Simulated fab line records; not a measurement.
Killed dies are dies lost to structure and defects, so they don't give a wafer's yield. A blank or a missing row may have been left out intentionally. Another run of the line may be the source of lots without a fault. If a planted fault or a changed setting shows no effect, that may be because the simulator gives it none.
Which of the tools did it? / flow sky130 / 18 wafers from 6 lots sampled at 2 of the route's 708 steps

## WHAT THE GAUGES READ, wafer by wafer
SKY_LOCAL_INTERCONNECT_RS_MEAS_01: measures by four-point-probe.
lot=L318; measured=day 29 09:23; on=film-metro-01; LOCAL_INTERCONNECT_TIN_RS (ohm/sq)=14.20 14.16 14.19
lot=L322; measured=day 31 01:23; on=film-metro-01; LOCAL_INTERCONNECT_TIN_RS (ohm/sq)=14.10 14.16 14.20
lot=L327; measured=day 32 15:23; on=film-metro-04; LOCAL_INTERCONNECT_TIN_RS (ohm/sq)=14.09 14.16 14.31
lot=L334; measured=day 35 01:40; on=film-metro-01; LOCAL_INTERCONNECT_TIN_RS (ohm/sq)=14.02 14.12 14.35
lot=L338; measured=day 36 06:01; on=film-metro-01; LOCAL_INTERCONNECT_TIN_RS (ohm/sq)=18.73 19.03 19.12 18.74 19.02 19.13
lot=L340; measured=day 36 16:31; on=film-metro-04; LOCAL_INTERCONNECT_TIN_RS (ohm/sq)=19.02 19.24 18.99 19.02 19.24 18.99

## TOOL THAT RAN EACH LOT (tool first, then ch and the chambers of the sampled wafers, then the start)
lot=L318; SKY_LOCAL_INTERCONNECT_SPUTTER_00=pvd-sputter-03, day 29 09:20
lot=L322; SKY_LOCAL_INTERCONNECT_SPUTTER_00=pvd-sputter-03, day 31 01:19
lot=L327; SKY_LOCAL_INTERCONNECT_SPUTTER_00=pvd-sputter-02, day 32 15:19
lot=L334; SKY_LOCAL_INTERCONNECT_SPUTTER_00=pvd-sputter-03, day 35 01:35
lot=L338; SKY_LOCAL_INTERCONNECT_SPUTTER_00=pvd-sputter-02, day 36 05:53
lot=L340; SKY_LOCAL_INTERCONNECT_SPUTTER_00=pvd-sputter-02, day 36 16:26
- SKY_LOCAL_INTERCONNECT_SPUTTER_00: material TiN, target thk 100 nm, time 83.3 s.

## THE ANSWER, worked out from the rows above alone
Rule: what is usual is taken from the lots themselves. The widest of any qualifying gaps counts: lots, ordered by their means at a reading, are off when they make up no more than a third of the lots, leave a main group of 4 or more, and stand apart from it by 3 or more times the standard deviation of that group's means. A main group is skipped when, at the precision printed for the reading in the tables above, its means are all equal. Also off: a lot with no number at a reading for which 4 or more lots have one. All remaining lots with rows at the step are treated as sound.
Off: L338, L340, at SKY_LOCAL_INTERCONNECT_RS_MEAS_01 (LOCAL_INTERCONNECT_TIN_RS). The main group has a mean of 14.17 ohm/sq with a standard deviation of 0.014.
A tool fits if, at a process step before that reading, it ran every lot that is off, and no sound lot after the first of them. Those tools and the gauges at SKY_LOCAL_INTERCONNECT_RS_MEAS_01 are tried in the same way. One fits: SKY_LOCAL_INTERCONNECT_SPUTTER_00 on pvd-sputter-02. A fault onset in the window from L327 (day 32 15:19, its last sound lot) to L338 (day 36 05:53, its first lot off) fits.

## WHAT HAD BEEN PUT IN BY THE SIMULATOR
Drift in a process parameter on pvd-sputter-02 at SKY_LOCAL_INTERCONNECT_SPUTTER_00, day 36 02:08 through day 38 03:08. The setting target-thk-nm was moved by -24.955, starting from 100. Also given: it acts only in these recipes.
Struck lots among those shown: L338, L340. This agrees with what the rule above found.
